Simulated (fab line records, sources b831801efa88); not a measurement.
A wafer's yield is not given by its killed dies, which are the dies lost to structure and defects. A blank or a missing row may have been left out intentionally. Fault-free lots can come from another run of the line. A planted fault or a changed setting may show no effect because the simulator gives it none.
fab line records / flow sky130
[record] lots = 5 wafers = 15 lastDay = 49
route steps=708 shown VIA4@651 METAL5@661 PASSIVATION@681 PAD_OPEN@708
lots untouched by any fault: they come from a run of this same line in which no faults occurred
startH: hours from the record's opening day to when the first of the lot's shown wafers began / waitH: how many hours have passed since the lot's step before this one / " the same as in the row above / L1.1+2: a single row standing in for several wafers / - no value, or no start was given / * or withheld: withheld / < > ~ a bound
route shown NAME@n: names a module that has steps shown in the file, with the first one's number in the route / usual: average and standard deviation across the fault-free wafers / same: alike in all rows / chamber/n: place in a boat / sites: readings site by site / _std_site: the standard deviation of these / _edge_site: outer sites' mean less inner sites' / radiusMm: for every site, how far away it sits from the centre of the wafer / mask NAME#n: copy n / behind: the most recent tool/chamber to have shaped the wafer / hold: the reason the lot was held/the length of the hold in hours/how it ended / device: names the non-switching transistor (n, p or np) / end of line: tests run on the same wafers once the route is complete / for a step that has no rows: nothing shown but its recipe / killed: the dies lost at the first sort to structure and to defects; this is not the yield of the wafer / map: dies across one wafer; x = killed, . = not, _ = none there
set.NAME: the setting as run; set.NAME@STEP: as run at that earlier step / model.NAME: the simulator's own value behind a step, which no gauge read
lots seen at some steps along the route; tables by step, rows by wafer
services: the hour from which a tool's chamber was out of use, counted from the record's first day as startH (under 0 if before that day), plus the number of hours and why
[[steps]]
[step SKY_VIA4_ETCH_12]
[recipe] target = SiO2 chemistry = C4F8/O2/Ar stopOn = TiN maskMaterial = NOVOLAK sourceW = 1500 biasW = 1241 pressureMtorr = 40 c4f8FlowSccm = withheld O2_flow_sccm = 6 Ar_flow_sccm = 300 timeS = withheld targetDepthA = 5800
[step SKY_VIA4_STRIP_13]
[recipe] chemistry = O2/N2 powerW = 1400 pressureMtorr = 1500 platenTempC = withheld o2FlowSccm = 3000 n2FlowSccm = 300 overashFraction = 0.5
[step SKY_VIA4_STRIP_14]
[recipe] chemistry = postEtchResidueRemover timeS = 1200 tempC = 72.5
[step SKY_VIA4_CLEAN_15]
[recipe] chemistry = IPA timeS = 180 tempC = 25
[step SKY_VIA4_CLEAN_16]
[recipe] chemistry = O3/DIW dry = n2Spin
[step SKY_VIA4_SPUTTER_17]
[recipe] material = TiN targetThkNm = 20 chamberPressurePa = 5 powerW = 4000 timeS = 80
[step SKY_VIA4_CVD_18]
[recipe] material = W targetThkNm = 505 timeS = 152.14 tempC = 400 pressureTorr = 40
[step SKY_VIA4_CMP_21]
[recipe] stopOn = SiO2 tOverpolishS = 25 downForcePsi = 3.5 platenRpm = 60 targetThkNm = 0 padVelocityMS = 0.94248
[step SKY_METAL5_SPUTTER_00]
[recipe] material = Ti targetThkNm = 15 powerW = 3000 timeS = 10 chamberPressurePa = 0.4
[step SKY_METAL5_SPUTTER_01]
[recipe] material = TiN targetThkNm = 20 powerW = 6500 timeS = 16.7 chamberPressurePa = 0.4
[usual] cathodeDcPowerW = 6500.0/1.1 throttleValvePct = 30.1/1.1
lot.wafer=L282.1 tool=pvdSputter-02 chamber=- startH=1043.64 waitH=0.0 cathodeDcPowerW=6501.1 throttleValvePct=30.0
lot.wafer=L282.5 tool=pvdSputter-02 chamber=- startH=1043.64 waitH=0.0 cathodeDcPowerW=6499.2 throttleValvePct=29.4
lot.wafer=L282.6 tool=pvdSputter-02 chamber=- startH=1043.64 waitH=0.0 cathodeDcPowerW=6501.1 throttleValvePct=31.2
lot.wafer=L293.1 tool=pvdSputter-02 chamber=- startH=1092.38 waitH=0.0 cathodeDcPowerW=6500.0 throttleValvePct=31.3
lot.wafer=L293.2 tool=pvdSputter-02 chamber=- startH=1092.38 waitH=0.0 cathodeDcPowerW=6499.2 throttleValvePct=29.9
lot.wafer=L293.5 tool=pvdSputter-02 chamber=- startH=1092.38 waitH=0.0 cathodeDcPowerW=6500.7 throttleValvePct=29.7
lot.wafer=L295.3 tool=pvdSputter-02 chamber=- startH=1108.15 waitH=0.0 cathodeDcPowerW=6499.7 throttleValvePct=30.0
lot.wafer=L295.4 tool=pvdSputter-02 chamber=- startH=1108.15 waitH=0.0 cathodeDcPowerW=6499.9 throttleValvePct=31.5
lot.wafer=L295.6 tool=pvdSputter-02 chamber=- startH=1108.15 waitH=0.0 cathodeDcPowerW=6500.4 throttleValvePct=29.4
lot.wafer=L294.2 tool=pvdSputter-02 chamber=- startH=1112.76 waitH=0.0 cathodeDcPowerW=6499.7 throttleValvePct=29.4
lot.wafer=L294.4 tool=pvdSputter-02 chamber=- startH=1112.76 waitH=0.0 cathodeDcPowerW=6498.8 throttleValvePct=30.0
lot.wafer=L294.6 tool=pvdSputter-02 chamber=- startH=1112.76 waitH=0.0 cathodeDcPowerW=6502.4 throttleValvePct=29.3
lot.wafer=L299.2 tool=pvdSputter-04 chamber=- startH=1129.69 waitH=0.0 cathodeDcPowerW=6498.7 throttleValvePct=32.1
lot.wafer=L299.4 tool=pvdSputter-04 chamber=- startH=1129.69 waitH=0.0 cathodeDcPowerW=6499.6 throttleValvePct=30.4
lot.wafer=L299.5 tool=pvdSputter-04 chamber=- startH=1129.69 waitH=0.0 cathodeDcPowerW=6500.1 throttleValvePct=30.3
[step SKY_METAL5_SPUTTER_02]
[recipe] material = AlCu targetThkNm = 1150 powerW = 10600 timeS = 61.2 chamberPressurePa = 0.4
[step SKY_METAL5_SPUTTER_03]
[recipe] material = Ti targetThkNm = 5 powerW = 3000 timeS = 3.3 chamberPressurePa = 0.4
[step SKY_METAL5_SPUTTER_04]
[recipe] material = TiN targetThkNm = 70 powerW = 6500 timeS = 58.3 chamberPressurePa = 0.4
[step SKY_METAL5_DEHYDRATE_07]
[recipe] tempC = 200 timeS = 60
[step SKY_METAL5_HMDS_08]
[recipe] primeTimeS = 60 primeTempC = 120
[step SKY_METAL5_COAT_09]
[recipe] resist = NOVOLAK spinRpm = 3000 resistThkNm = 1800
[step SKY_METAL5_SOFTBAKE_10]
[recipe] tempC = 90 timeS = 60 resist = NOVOLAK
[step SKY_METAL5_EXPOSE_11]
[recipe] maskId = MM5 na = 0.6 sourceShape = conventional sigmaOuter = 0.6 polarization = unpolarized targetCdNm = 1600 doseMj = 190
[step SKY_METAL5_PEB_12]
[recipe] tempC = withheld timeS = * resist = NOVOLAK
[step SKY_METAL5_DEVELOP_13]
[recipe] resist = NOVOLAK developer = TMAH developTimeS = 60 devTempC = 23
[step SKY_METAL5_DESCUM_14]
[recipe] chemistry = O2 sourcePowerW = 150 biasPowerW = 0 pressureMtorr = 10 tempC = 40 timeS = 11
[step SKY_METAL5_METAL_ETCH_15]
[recipe] targetDepthA = 12600 stopOn = SiO2 overEtchFrac = 0.2 timeS = 252 chemistry = Cl2/BCl3 resistSidewallDeg = 86 pressureMtorr = 10 icpW = 900 biasW = 48.5 Cl2_flow_sccm = 60 bcl3FlowSccm = 30
[step SKY_METAL5_STRIP_16]
[recipe] chemistry = O2/N2 powerW = 1400 pressureMtorr = 1500 platenTempC = withheld o2FlowSccm = 3000 n2FlowSccm = 300 overashFraction = 0.5
[step SKY_METAL5_STRIP_17]
[recipe] chemistry = postEtchResidueRemover timeS = 1200 tempC = 72.5
[step SKY_METAL5_CLEAN_18]
[recipe] chemistry = IPA timeS = 180 tempC = 25
[step SKY_METAL5_CLEAN_19]
[recipe] chemistry = O3/DIW dry = n2Spin
[step SKY_PASSIVATION_CVD_00]
[recipe] material = SiO2 targetThkNm = 90 tempC = 400 timeS = withheld rfW = 621.2
[step SKY_PASSIVATION_CVD_02]
[recipe] material = Si3N4 targetThkNm = 540 tempC = 400 timeS = withheld rfW = 450
[step SKY_PASSIVATION_DEHYDRATE_04]
[recipe] tempC = 200 timeS = 60
[step SKY_PASSIVATION_HMDS_05]
[recipe] primeTimeS = 60 primeTempC = 120
[step SKY_PASSIVATION_COAT_06]
[recipe] spinRpm = 2000 resistThkNm = 3000
[step SKY_PASSIVATION_SOFTBAKE_07]
[recipe] tempC = 110 timeS = withheld
[step SKY_PASSIVATION_EXPOSE_08]
[recipe] maskId = NSM targetCdNm = 3000 na = 0.57 doseMj = 260
[step SKY_PASSIVATION_PEB_09]
[recipe] tempC = 115 timeS = withheld
[step SKY_PASSIVATION_DEVELOP_10]
[recipe] developTimeS = 60 devTempC = 23
[step SKY_PAD_OPEN_PROBE_99]
[usual] defectLimitedYield = 83.0/1.8 killed_at_M0_to_M3 = 42/6.6 killed_at_M4_up = 3.0/1.7 killedAtContacts = 24/5.3 killedAtFrontEnd = 15/4.5 killedAtOther = 0.2/0.49 killedDies = 83/9 killedOpen = 45/6.9 killedShort = 38/5.8 sort_bin_3_pad_short = 0.8/0.4 sort_bin_5_function = 10.0/1.5 sort_bin_6_memory = 6.1/1.1 sortNPass = 409/9 sortYieldPct = 83.0/1.8
[same] grossDies = 492 killedAtBackSide = 0 sort_bin_4_leakage[%] = 0 sort_bin_8_speed[%] = 0
lot.wafer=L282.1 tool=prober-02 chamber=- startH=1111.03 waitH=0.1 defectLimitedYield[%]=82.9 killed_at_M0_to_M3=49 killed_at_M4_up=2 killedAtContacts=20 killedAtFrontEnd=13 killedAtOther=0 killedDies=84 killedOpen=44 killedShort=39 sort_bin_3_pad_short[%]=0.6 sort_bin_5_function[%]=11.2 sort_bin_6_memory[%]=5.3 sortNPass=408 sortYieldPct[%]=82.9 model.etest.tester.sortNPass=408 model.etest.tester.sortYieldPct=82.93 model.etest.tester.sort_bin_5_pct=11.18 model.etest.tester.sort_bin_3_pct=0.6098
lot.wafer=L282.5 tool=prober-02 chamber=- startH=1111.23 waitH=0.2 defectLimitedYield[%]=85.4 killed_at_M0_to_M3=38 killed_at_M4_up=4 killedAtContacts=21 killedAtFrontEnd=9 killedAtOther=0 killedDies=72 killedOpen=39 killedShort=33 sort_bin_3_pad_short[%]=0.8 sort_bin_5_function[%]=8.3 sort_bin_6_memory[%]=5.5 sortNPass=420 sortYieldPct[%]=85.4 model.etest.tester.sortNPass=420 model.etest.tester.sortYieldPct=85.37 model.etest.tester.sort_bin_5_pct=8.333 model.etest.tester.sort_bin_3_pct=0.813
lot.wafer=L282.6 tool=prober-02 chamber=- startH=1111.28 waitH=0.2 defectLimitedYield[%]=82.9 killed_at_M0_to_M3=37 killed_at_M4_up=1 killedAtContacts=27 killedAtFrontEnd=19 killedAtOther=0 killedDies=84 killedOpen=50 killedShort=34 sort_bin_3_pad_short[%]=0.8 sort_bin_5_function[%]=9.1 sort_bin_6_memory[%]=7.1 sortNPass=408 sortYieldPct[%]=82.9 model.etest.tester.sortNPass=408 model.etest.tester.sortYieldPct=82.93 model.etest.tester.sort_bin_5_pct=9.146 model.etest.tester.sort_bin_3_pct=0.813
lot.wafer=L293.1 tool=prober-02 chamber=- startH=1156.50 waitH=0.1 defectLimitedYield[%]=82.9 killed_at_M0_to_M3=44 killed_at_M4_up=19 killedAtContacts=12 killedAtFrontEnd=8 killedAtOther=1 killedDies=84 killedOpen=36 killedShort=33 sort_bin_3_pad_short[%]=2.0 sort_bin_5_function[%]=8.3 sort_bin_6_memory[%]=6.7 sortNPass=408 sortYieldPct[%]=82.9 model.etest.tester.sortNPass=408 model.etest.tester.sortYieldPct=82.93 model.etest.tester.sort_bin_5_pct=8.333 model.etest.tester.sort_bin_3_pct=2.033
lot.wafer=L293.2 tool=prober-02 chamber=- startH=1156.55 waitH=0.1 defectLimitedYield[%]=78.9 killed_at_M0_to_M3=37 killed_at_M4_up=37 killedAtContacts=17 killedAtFrontEnd=13 killedAtOther=0 killedDies=104 killedOpen=37 killedShort=32 sort_bin_3_pad_short[%]=1.8 sort_bin_5_function[%]=11.8 sort_bin_6_memory[%]=7.5 sortNPass=388 sortYieldPct[%]=78.9 model.etest.tester.sortNPass=388 model.etest.tester.sortYieldPct=78.86 model.etest.tester.sort_bin_5_pct=11.79 model.etest.tester.sort_bin_3_pct=1.829
lot.wafer=L293.5 tool=prober-02 chamber=- startH=1156.70 waitH=0.2 defectLimitedYield[%]=78.3 killed_at_M0_to_M3=33 killed_at_M4_up=40 killedAtContacts=19 killedAtFrontEnd=15 killedAtOther=0 killedDies=107 killedOpen=36 killedShort=36 sort_bin_3_pad_short[%]=2.6 sort_bin_5_function[%]=12.4 sort_bin_6_memory[%]=6.7 sortNPass=385 sortYieldPct[%]=78.3 model.etest.tester.sortNPass=385 model.etest.tester.sortYieldPct=78.25 model.etest.tester.sort_bin_5_pct=12.4 model.etest.tester.sort_bin_3_pct=2.642
lot.wafer=L295.3 tool=prober-02 chamber=- startH=1168.19 waitH=0.2 defectLimitedYield[%]=73.4 killed_at_M0_to_M3=48 killed_at_M4_up=44 killedAtContacts=17 killedAtFrontEnd=21 killedAtOther=1 killedDies=131 killedOpen=47 killedShort=41 sort_bin_3_pad_short[%]=2.2 sort_bin_5_function[%]=15.9 sort_bin_6_memory[%]=8.5 sortNPass=361 sortYieldPct[%]=73.4 model.etest.tester.sortNPass=361 model.etest.tester.sortYieldPct=73.37 model.etest.tester.sort_bin_5_pct=15.85 model.etest.tester.sort_bin_3_pct=2.236
lot.wafer=L295.4 tool=prober-02 chamber=- startH=1168.24 waitH=0.2 defectLimitedYield[%]=76.4 killed_at_M0_to_M3=46 killed_at_M4_up=35 killedAtContacts=22 killedAtFrontEnd=13 killedAtOther=0 killedDies=116 killedOpen=37 killedShort=46 sort_bin_3_pad_short[%]=2.4 sort_bin_5_function[%]=16.7 sort_bin_6_memory[%]=4.5 sortNPass=376 sortYieldPct[%]=76.4 model.etest.tester.sortNPass=376 model.etest.tester.sortYieldPct=76.42 model.etest.tester.sort_bin_5_pct=16.67 model.etest.tester.sort_bin_3_pct=2.439
lot.wafer=L295.6 tool=prober-02 chamber=- startH=1168.34 waitH=0.2 defectLimitedYield[%]=71.3 killed_at_M0_to_M3=55 killed_at_M4_up=42 killedAtContacts=21 killedAtFrontEnd=23 killedAtOther=0 killedDies=141 killedOpen=59 killedShort=42 sort_bin_3_pad_short[%]=1.8 sort_bin_5_function[%]=18.1 sort_bin_6_memory[%]=8.7 sortNPass=351 sortYieldPct[%]=71.3 model.etest.tester.sortNPass=351 model.etest.tester.sortYieldPct=71.34 model.etest.tester.sort_bin_5_pct=18.09 model.etest.tester.sort_bin_3_pct=1.829
lot.wafer=L294.2 tool=prober-02 chamber=- startH=1171.13 waitH=0.1 defectLimitedYield[%]=75.2 killed_at_M0_to_M3=36 killed_at_M4_up=41 killedAtContacts=26 killedAtFrontEnd=19 killedAtOther=0 killedDies=122 killedOpen=41 killedShort=46 sort_bin_3_pad_short[%]=2.0 sort_bin_5_function[%]=16.5 sort_bin_6_memory[%]=6.3 sortNPass=370 sortYieldPct[%]=75.2 model.etest.tester.sortNPass=370 model.etest.tester.sortYieldPct=75.2 model.etest.tester.sort_bin_5_pct=16.46 model.etest.tester.sort_bin_3_pct=2.033
lot.wafer=L294.4 tool=prober-02 chamber=- startH=1171.23 waitH=0.2 defectLimitedYield[%]=75.2 killed_at_M0_to_M3=34 killed_at_M4_up=45 killedAtContacts=27 killedAtFrontEnd=16 killedAtOther=0 killedDies=122 killedOpen=40 killedShort=39 sort_bin_3_pad_short[%]=2.8 sort_bin_5_function[%]=15.9 sort_bin_6_memory[%]=6.1 sortNPass=370 sortYieldPct[%]=75.2 model.etest.tester.sortNPass=370 model.etest.tester.sortYieldPct=75.2 model.etest.tester.sort_bin_5_pct=15.85 model.etest.tester.sort_bin_3_pct=2.846
lot.wafer=L294.6 tool=prober-02 chamber=- startH=1171.33 waitH=0.2 defectLimitedYield[%]=76.4 killed_at_M0_to_M3=33 killed_at_M4_up=38 killedAtContacts=23 killedAtFrontEnd=22 killedAtOther=0 killedDies=116 killedOpen=44 killedShort=37 sort_bin_3_pad_short[%]=2.2 sort_bin_5_function[%]=14.2 sort_bin_6_memory[%]=7.1 sortNPass=376 sortYieldPct[%]=76.4 model.etest.tester.sortNPass=376 model.etest.tester.sortYieldPct=76.42 model.etest.tester.sort_bin_5_pct=14.23 model.etest.tester.sort_bin_3_pct=2.236
lot.wafer=L299.2 tool=prober-02 chamber=- startH=1186.05 waitH=0.1 defectLimitedYield[%]=79.7 killed_at_M0_to_M3=50 killed_at_M4_up=5 killedAtContacts=31 killedAtFrontEnd=14 killedAtOther=0 killedDies=100 killedOpen=52 killedShort=45 sort_bin_3_pad_short[%]=0.8 sort_bin_5_function[%]=12.2 sort_bin_6_memory[%]=7.3 sortNPass=392 sortYieldPct[%]=79.7 model.etest.tester.sortNPass=392 model.etest.tester.sortYieldPct=79.67 model.etest.tester.sort_bin_5_pct=12.2 model.etest.tester.sort_bin_3_pct=0.813
lot.wafer=L299.4 tool=prober-02 chamber=- startH=1186.15 waitH=0.2 defectLimitedYield[%]=81.9 killed_at_M0_to_M3=39 killed_at_M4_up=4 killedAtContacts=26 killedAtFrontEnd=19 killedAtOther=1 killedDies=89 killedOpen=46 killedShort=41 sort_bin_3_pad_short[%]=0.8 sort_bin_5_function[%]=11.2 sort_bin_6_memory[%]=6.1 sortNPass=403 sortYieldPct[%]=81.9 model.etest.tester.sortNPass=403 model.etest.tester.sortYieldPct=81.91 model.etest.tester.sort_bin_5_pct=11.18 model.etest.tester.sort_bin_3_pct=0.813
lot.wafer=L299.5 tool=prober-02 chamber=- startH=1186.20 waitH=0.2 defectLimitedYield[%]=84.6 killed_at_M0_to_M3=42 killed_at_M4_up=4 killedAtContacts=20 killedAtFrontEnd=9 killedAtOther=1 killedDies=76 killedOpen=42 killedShort=33 sort_bin_3_pad_short[%]=1.4 sort_bin_5_function[%]=8.3 sort_bin_6_memory[%]=5.7 sortNPass=416 sortYieldPct[%]=84.6 model.etest.tester.sortNPass=416 model.etest.tester.sortYieldPct=84.55 model.etest.tester.sort_bin_5_pct=8.333 model.etest.tester.sort_bin_3_pct=1.423
// killed by level:class
L282.1 METAL2:geometricParticle:short=10 VIA2:geometricParticle:open=10 CONTACT:geometricParticle:open=9 VIA3:geometricParticle:open=8 LOCAL_INTERCONNECT:geometricParticle:short=6 METAL3:geometricParticle:short=6 METAL1:geometricParticle:short=5 LI_CONTACT:geometricParticle:open=4
L282.5 METAL2:geometricParticle:short=11 LI_CONTACT:geometricParticle:open=8 CONTACT:geometricParticle:open=6 VIA2:geometricParticle:open=5 SPACER:geometricParticle:open=4 LOCAL_INTERCONNECT:geometricParticle:short=4 METAL1:geometricParticle:short=4 VIA1:geometricParticle:open=4
L282.6 LI_CONTACT:geometricParticle:open=10 METAL1:geometricParticle:short=9 CONTACT:geometricParticle:open=8 VIA1:geometricParticle:open=6 FIELD_ISO:geometricParticle:short=5 POLY_GATE:geometricParticle:open=5 VIA2:geometricParticle:open=5 VIA3:geometricParticle:open=5
L293.1 METAL5:unspecified=15 VIA1:geometricParticle:open=9 VIA3:geometricParticle:open=8 METAL2:geometricParticle:short=7 CONTACT:geometricParticle:open=4 METAL4:geometricParticle:short=4 VIA2:geometricParticle:open=4 VIA2:geometricParticle:short=4
L293.2 METAL5:unspecified=35 VIA1:geometricParticle:open=10 METAL2:geometricParticle:short=6 LI_CONTACT:geometricParticle:open=5 VIA1:geometricParticle:short=5 LI_CONTACT:geometricParticle:short=4 CONTACT:geometricParticle:short=4 VIA2:geometricParticle:open=4
L293.5 METAL5:unspecified=35 VIA1:geometricParticle:open=7 LOCAL_INTERCONNECT:geometricParticle:short=7 VIA2:geometricParticle:open=5 VIA2:geometricParticle:short=5 FIELD_ISO:geometricParticle:short=4 FIELD_ISO:geometricParticle:open=4 LI_CONTACT:geometricParticle:open=4
L295.3 METAL5:unspecified=42 VIA1:geometricParticle:open=13 FIELD_ISO:geometricParticle:short=9 CONTACT:geometricParticle:open=7 METAL2:geometricParticle:short=7 FIELD_ISO:geometricParticle:open=5 VIA1:geometricParticle:short=5 LOCAL_INTERCONNECT:geometricParticle:short=4
L295.4 METAL5:unspecified=33 METAL2:geometricParticle:short=9 CONTACT:geometricParticle:open=8 CONTACT:geometricParticle:short=8 VIA3:geometricParticle:open=8 METAL1:geometricParticle:short=7 VIA1:geometricParticle:open=5 FIELD_ISO:geometricParticle:short=4
L295.6 METAL5:unspecified=37 VIA1:geometricParticle:open=17 CONTACT:geometricParticle:open=11 FIELD_ISO:geometricParticle:short=8 VIA2:geometricParticle:open=8 VIA1:geometricParticle:short=8 POLY_GATE:geometricParticle:open=6 METAL2:geometricParticle:short=6
L294.2 METAL5:unspecified=35 VIA2:geometricParticle:open=10 CONTACT:geometricParticle:open=8 CONTACT:geometricParticle:short=8 METAL1:geometricParticle:short=8 VIA1:geometricParticle:open=6 POLY_GATE:geometricParticle:short=5 LI_CONTACT:geometricParticle:open=5
L294.4 METAL5:unspecified=43 CONTACT:geometricParticle:open=10 VIA1:geometricParticle:open=8 LOCAL_INTERCONNECT:geometricParticle:short=7 FIELD_ISO:geometricParticle:short=5 METAL2:geometricParticle:short=5 LI_CONTACT:geometricParticle:open=4 METAL1:geometricParticle:short=4
L294.6 METAL5:unspecified=35 VIA2:geometricParticle:open=10 FIELD_ISO:geometricParticle:short=7 LI_CONTACT:geometricParticle:open=7 VIA1:geometricParticle:open=7 CONTACT:geometricParticle:short=5 POLY_GATE:geometricParticle:short=4 SPACER:geometricParticle:short=4
L299.2 CONTACT:geometricParticle:open=12 VIA3:geometricParticle:open=10 METAL2:geometricParticle:short=9 METAL1:geometricParticle:short=7 VIA1:geometricParticle:open=7 LI_CONTACT:geometricParticle:open=6 CONTACT:geometricParticle:short=6 FIELD_ISO:geometricParticle:open=5
L299.4 VIA1:geometricParticle:open=13 CONTACT:geometricParticle:open=10 FIELD_ISO:geometricParticle:short=4 LOCAL_INTERCONNECT:geometricParticle:short=4 POLY_GATE:geometricParticle:open=4 LI_CONTACT:geometricParticle:short=4 METAL1:geometricParticle:short=4 METAL2:geometricParticle:short=4
L299.5 VIA1:geometricParticle:open=10 CONTACT:geometricParticle:open=8 VIA3:geometricParticle:open=7 LI_CONTACT:geometricParticle:open=6 METAL1:geometricParticle:short=5 METAL2:geometricParticle:short=4 VIA1:geometricParticle:short=4 VIA2:geometricParticle:short=4
// map L293.5 (x killed, . not)
__________.x.xxxxxx._________
________....xxxxxxx.xx_______
______......xxxxxxxxxx.._____
_____....x.x.xxxxxxx..x.x____
____x....x..x.xxxxx.x.....___
___..xx.x.....xx..x.x...x..__
__....x..........xx........._
_....x.x.x.....x.........xxx.
_........x.......x...........
_xx.x....x.....x........x....
_...........x.....x....x.....
_x........x..x.....x........x
_.......x..x.................
_x...x..x...x..x..x.......x..
_........xx..................
__.......x..x..............x_
___......x.xx..x...x.......__
____....x.........x.......___
_____.........x..........____
______x........xx...x..._____
________......x......._______
__________.........._________
// map L294.2 (x killed, . not)
__________.xx.....x._________
________.x....x..xx.x._______
______.....xx...x...x..._____
_____xxxxx......x........____
____xxxxx..........x......___
___xxxxx..x.xxx...........x__
__.xxxxxx.........xx.x......_
_xxxxxxxx....xx.........x.x..
_xxxxxx...x....x.............
_.xxxxx..x...xx.x.xx.x.......
_x...x....xxx................
_....x.xxx.....x.......xx..x.
_....x....x....x..x.xx.......
_................xxx.....x...
_..........x.x........x..x..x
__....x.x......x............_
___.x...........x..x......x__
____.....x................___
_____...........x...xxx..____
______..........x....x.._____
________....x...x..x.._______
__________...x...x.._________
[[services]]
tool=pvdSputter-04 chamber=0 startH=1025.99 hours=- kind=consumableReplace:kit
tool=pvdSputter-04 chamber=0 startH=1025.99 hours=18.0 kind=scheduledDown
tool=pvdSputter-04 chamber=0 startH=1025.99 hours=18.0 kind=ventCycle
tool=pvdSputter-02 chamber=3 startH=1047.52 hours=- kind=consumableReplace:kit
tool=pvdSputter-02 chamber=3 startH=1047.52 hours=18.0 kind=scheduledDown
tool=pvdSputter-02 chamber=3 startH=1047.52 hours=18.0 kind=ventCycle
tool=pvdSputter-04 chamber=3 startH=1095.77 hours=- kind=consumableReplace:kit
tool=pvdSputter-04 chamber=3 startH=1095.77 hours=18.0 kind=scheduledDown
tool=pvdSputter-04 chamber=3 startH=1095.77 hours=18.0 kind=ventCycle
tool=pvdSputter-04 chamber=- startH=1105.00 hours=0.9 kind=repair
tool=pvdSputter-04 chamber=- startH=1113.78 hours=1.0 kind=repair
[[key]]
[firstSign] step = SKY_PAD_OPEN_PROBE_99 reading = killed_at_M4_up direction = up sigmas = 21 usual = 3.0 struck = 37.9
[effect] step = SKY_PAD_OPEN_PROBE_99 reading = defectLimitedYield direction = down sigmas = 3.6 usual = 83.0 struck = 76.4 wafersMoved = 8
[modelEffect] step = SKY_PAD_OPEN_PROBE_99 value = etest.tester.sortNPass without = 406.9 struck = 376.1
metAt SKY_METAL5_SPUTTER_01
struckWafers L293.1,L293.2,L293.5,L294.2,L294.4,L294.6,L295.3,L295.4,L295.6
onsetBetween 1043.64 1092.38
[fault] kind = chamberParticleSource tool = pvdSputter-02 chamber = - onsetH = 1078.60 steps = SKY_METAL5_SPUTTER_01 ratePerVisitCm2 = 0.50311 endH = 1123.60
